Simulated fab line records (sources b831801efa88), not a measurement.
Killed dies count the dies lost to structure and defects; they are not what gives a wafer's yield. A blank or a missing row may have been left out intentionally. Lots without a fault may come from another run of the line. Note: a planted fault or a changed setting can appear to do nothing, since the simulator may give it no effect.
2 desks looking at one fault || flow sky130 || each desk has only its own numbers; what lay behind them comes last

## THE METROLOGY DESK
Lot by lot, what the gauges showed, no matter which tool ran the lot: averages of those sampled wafers that carry a number. If a lot's mean is further than 4 standard deviations from the usual mean, the lot is out of limits and carries the mark OUT (the distance appears in the brackets).
Columns: A = cd nm at SKY_SONOS_ONO_CD_MEAS_13, usual 410.4 nm; B = POLY_GATE_OVL at SKY_POLY_GATE_OVL_MEAS_14, usual -1 nm; C = LDD_HVN_TW at SKY_LDD_HVN_TW_MEAS_10, usual 1450
{"lot": "L765", "first seen here": "day 12 14:20", "A": 410.8, "B": -1, "C": 1462}
{"lot": "L766", "first seen here": "day 12 16:06", "A": 408.9, "B": 6, "C": 1462}
{"lot": "L768", "first seen here": "day 13 10:26", "A": 411.3, "B": -5, "C": 1449}
{"lot": "L767", "first seen here": "day 13 10:33", "A": 407.8, "B": -4, "C": 1450}
{"lot": "L769", "first seen here": "day 13 19:47", "A": 410.7, "B": -6, "C": 1452}
{"lot": "L770", "first seen here": "day 14 06:09", "A": 410.9, "B": -4, "C": 1461}
{"lot": "L772", "first seen here": "day 14 18:32", "A": 406.1, "B": -6, "C": 1464}
{"lot": "L777", "first seen here": "day 16 15:03", "A": 412.1, "B": 6, "C": 1465}
{"lot": "L778", "first seen here": "day 16 17:17", "A": 411.9, "B": 0, "C": 1442}
{"lot": "L779", "first seen here": "day 17 07:34", "A": 409.3, "B": 1, "C": 1428}
{"lot": "L780", "first seen here": "day 17 23:05", "A": 409.7, "B": -7, "C": 1437}
{"lot": "L781", "first seen here": "day 17 23:25", "A": 410.5, "B": 11, "C": 1445}
{"lot": "L784", "first seen here": "day 18 23:35", "A": 410.0, "B": -5, "C": 1449}
Finding of this desk: none of the 13 lots has anything out of limits.

## THE TOOL OWNER'S DESK: rie diel-02
The tool's own readings at SKY_POLY_CUT_ETCH_10 (etches BARC in N2/H2, stops on SiO2, time 45.9 s, target depth 60 nm): means of the sampled wafers that have a number, for each lot that ran on this tool. If a lot's mean is further than 4 standard deviations from the usual mean, the lot is out of limits and carries the mark OUT (the distance appears in the brackets).
Columns: A = bias w at SKY_POLY_CUT_ETCH_10, usual 99.9 W; B = drypump motor current A at SKY_POLY_CUT_ETCH_10, usual 5.6 A; C = oes product au at SKY_POLY_CUT_ETCH_10, usual 0.853 a.u.; D = throttle valve pct at SKY_POLY_CUT_ETCH_10, usual 13.225 %
{"lot": "L768", "first seen here": "day 25 02:26", "A": 100.1, "B": 5.7, "C": 0.855, "D": 13.221}
{"lot": "L769", "first seen here": "day 25 14:19", "A": 99.7, "B": 5.8, "C": 0.849, "D": 13.220}
{"lot": "L770", "first seen here": "day 26 02:26", "A": 99.6, "B": 5.8, "C": 0.858, "D": 13.230}
{"lot": "L778", "first seen here": "day 28 20:03", "A": 99.8, "B": 5.8, "C": 0.851, "D": 13.217}
{"lot": "L779", "first seen here": "day 29 03:29", "A": 99.9, "B": 5.6, "C": 0.854, "D": 13.224}
{"lot": "L780", "first seen here": "day 29 14:41", "A": "98.6 (-4.0) OUT", "B": 5.7, "C": 0.851, "D": 13.229}
This desk finds L780 out of limits, L780 being first, at day 29 14:41 (bias w at SKY_POLY_CUT_ETCH_10). In limits: L768, L769, L770, L778, L779.

## BROUGHT TOGETHER
At day 29 14:41, on L780, the tool owner's desk was in a position to raise an alarm.
From the metrology desk's view, nothing was out of limits.
The metrology desk holds a record of L780, inside its limits.
Every lot named ran SKY_POLY_CUT_ETCH_10 on rie diel-02.

## WHAT WAS PUT IN BY THE SIMULATOR
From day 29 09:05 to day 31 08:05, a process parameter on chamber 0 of rie diel-02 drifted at SKY_POLY_CUT_ETCH_10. The setting bias w was moved by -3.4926, starting from 100. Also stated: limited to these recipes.
Lots struck among those shown: L780.
Time in hours from fault onset to the first out-of-limits reading at each desk: the tool owner's desk, 6.
